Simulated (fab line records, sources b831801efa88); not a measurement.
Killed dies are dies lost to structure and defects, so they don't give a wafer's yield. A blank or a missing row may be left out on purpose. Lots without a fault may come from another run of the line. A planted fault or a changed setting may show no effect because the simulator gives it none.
Which tool did it? | flow gf180mcu | 7 lots, 21 wafers sampled, at 3 steps of a route of 602

WHAT THE GAUGES READ, wafer by wafer
GF_POLY_GATE_CD_MEAS_10: target cd 280 nm.
lot  | measured     | on        | cd_nm (nm)
L694 | day 10 01:36 | cd_sem-02 | 282.3 282.1 282.2
L696 | day 10 22:02 | cd_sem-02 | 281.3 280.8 281.2
L705 | day 13 05:40 | cd_sem-01 | - - -
L707 | day 14 01:11 | cd_sem-02 | - - -
L710 | day 15 01:19 | cd_sem-02 | 281.2 281.9 281.7
L712 | day 15 09:06 | cd_sem-01 | 281.3 281.5 279.8
L714 | day 16 08:38 | cd_sem-02 | 280.0 279.8 281.7

WHICH TOOL RAN EACH LOT (tool, then ch and the chambers of the sampled wafers, then the start)
lot  | GF_STI_ETCH_14                  | GF_POLY_GATE_PEB_08
L694 | rie_si-02 ch 1,2,3, day 2 13:44 | litho_track-04 ch 0, day 10 01:16
L696 | rie_si-01 ch 0,2,3, day 2 21:18 | litho_track-01 ch 0, day 10 21:41
L705 | rie_si-01 ch 2,3, day 4 21:27   | litho_track-02, day 13 05:20
L707 | rie_si-02 ch 0,3, day 5 08:23   | litho_track-04, day 14 00:50
L710 | rie_si-02 ch 0,2,3, day 5 23:16 | litho_track-02 ch 0, day 15 01:00
L712 | rie_si-02 ch 0,2,3, day 6 08:08 | litho_track-04 ch 0, day 15 08:46
L714 | rie_si-02 ch 1,2,3, day 6 20:48 | litho_track-02 ch 0, day 16 08:12
- GF_STI_ETCH_14: etches Si in HBr/Cl2/O2, target depth 360 nm, time 102.9 s.
- GF_POLY_GATE_PEB_08: peb time 90 s.

THE ANSWER, worked out from the rows above alone
Rule: what is usual is taken from the lots themselves. Put in order of their means at a reading, lots are off if they are a third of the lots or fewer, leave a main group of 4 or more, and stand apart from it by a gap of 3 or more times the standard deviation of the main group's means; of several such gaps the widest counts. A main group whose means are all the same, to the digits that the tables above print for the reading, isn't used. A lot without any number at a reading at which 4 lots or more have one is off too. The other lots that the step has rows for count as sound.
Off: L705, L707, at GF_POLY_GATE_CD_MEAS_10 (cd_nm). Without a number there: L705, L707. The main group: mean 281.3 nm, standard deviation 0.59.
A tool fits if, at a process step before that reading, it ran every lot that is off, and no sound lot after the first of them. The gauges at GF_POLY_GATE_CD_MEAS_10 are tried like those tools. None of those tried fits.

WHAT THE SIMULATOR HAD PUT IN
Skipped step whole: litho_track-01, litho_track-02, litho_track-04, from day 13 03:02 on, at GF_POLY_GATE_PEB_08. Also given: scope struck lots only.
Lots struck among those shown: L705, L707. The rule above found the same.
